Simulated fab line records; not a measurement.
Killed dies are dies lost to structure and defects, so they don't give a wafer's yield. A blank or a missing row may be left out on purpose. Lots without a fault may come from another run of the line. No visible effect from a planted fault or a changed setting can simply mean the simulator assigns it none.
One fault seen from 2 desks | flow gf180mcu | each desk has only its own numbers; what lay behind them comes last

## METROLOGY DESK
Means of the sampled wafers that have a number, per lot and without regard to the tool the lot ran on: this is what the gauges read. If a lot's mean is further than 4 standard deviations from the usual mean, the lot is out of limits and carries the mark OUT (the distance appears in the brackets).
Columns: A = MIM_ALCU_RS at GF_MIM_RS_MEAS_10, usual 0.1601 ohm/sq; B = V5_CVD_02_THK at GF_V5_THK_MEAS_03, usual 1448 nm
lot  | first seen here | A      | B
L681 | day 24 16:44    | 0.1596 | 1467
L682 | day 25 04:34    | 0.1607 | 1456
L683 | day 25 16:02    | 0.1608 | 1427
L684 | day 26 03:46    | 0.1618 | 1450
L685 | day 26 05:45    | 0.1596 | 1437
L691 | day 27 21:14    | 0.1606 | 1447
L690 | day 27 23:59    | 0.1590 | 1475
L693 | day 28 15:34    | 0.1603 | 1447
L694 | day 28 17:36    | 0.1613 | 1442
L695 | day 29 00:08    | 0.1616 | 1435
L696 | day 29 07:40    | 0.1584 | 1431
L701 | day 30 18:59    | 0.1591 | 1433
L703 | day 30 21:33    | 0.1590 | 1468
L704 | day 30 23:09    | 0.1597 | 1434
This desk's finding: nothing out of limits on any of the 14 lots.

## THE TOOL OWNER'S DESK: plasmaAsher-04
The tool's own readings at GF_PSD_STRIP_10 (strips in O2/N2): means of the sampled wafers that have a number, for each lot that ran on this tool. If a lot's mean is further than 4 standard deviations from the usual mean, the lot is out of limits and carries the mark OUT (the distance appears in the brackets).
Columns: A = drypumpMotorCurrentA at GF_PSD_STRIP_10, usual 5.6 A; B = heaterPowerW at GF_PSD_STRIP_10, usual 353 W; C = oesProductAu at GF_PSD_STRIP_10, usual 0.593 a.u.; D = stripTimeToEndpointS at GF_PSD_STRIP_10, usual 16.55 s
lot  | first seen here | A   | B   | C     | D
L681 | day 14 10:31    | 5.6 | 343 | 0.593 | 16.54
L684 | day 15 22:41    | 5.5 | 324 | 0.596 | 16.55
L690 | day 17 19:34    | 5.5 | 323 | 0.594 | 16.60
L693 | day 18 17:11    | 5.6 | 348 | 0.591 | 16.51
This desk's finding: nothing out of limits on any of the 4 lots.

## BROUGHT TOGETHER
At the metrology desk, nothing out of limits was observed.
Nothing out of limits was seen by the tool owner's desk.

## WHAT WAS PUT IN BY THE SIMULATOR
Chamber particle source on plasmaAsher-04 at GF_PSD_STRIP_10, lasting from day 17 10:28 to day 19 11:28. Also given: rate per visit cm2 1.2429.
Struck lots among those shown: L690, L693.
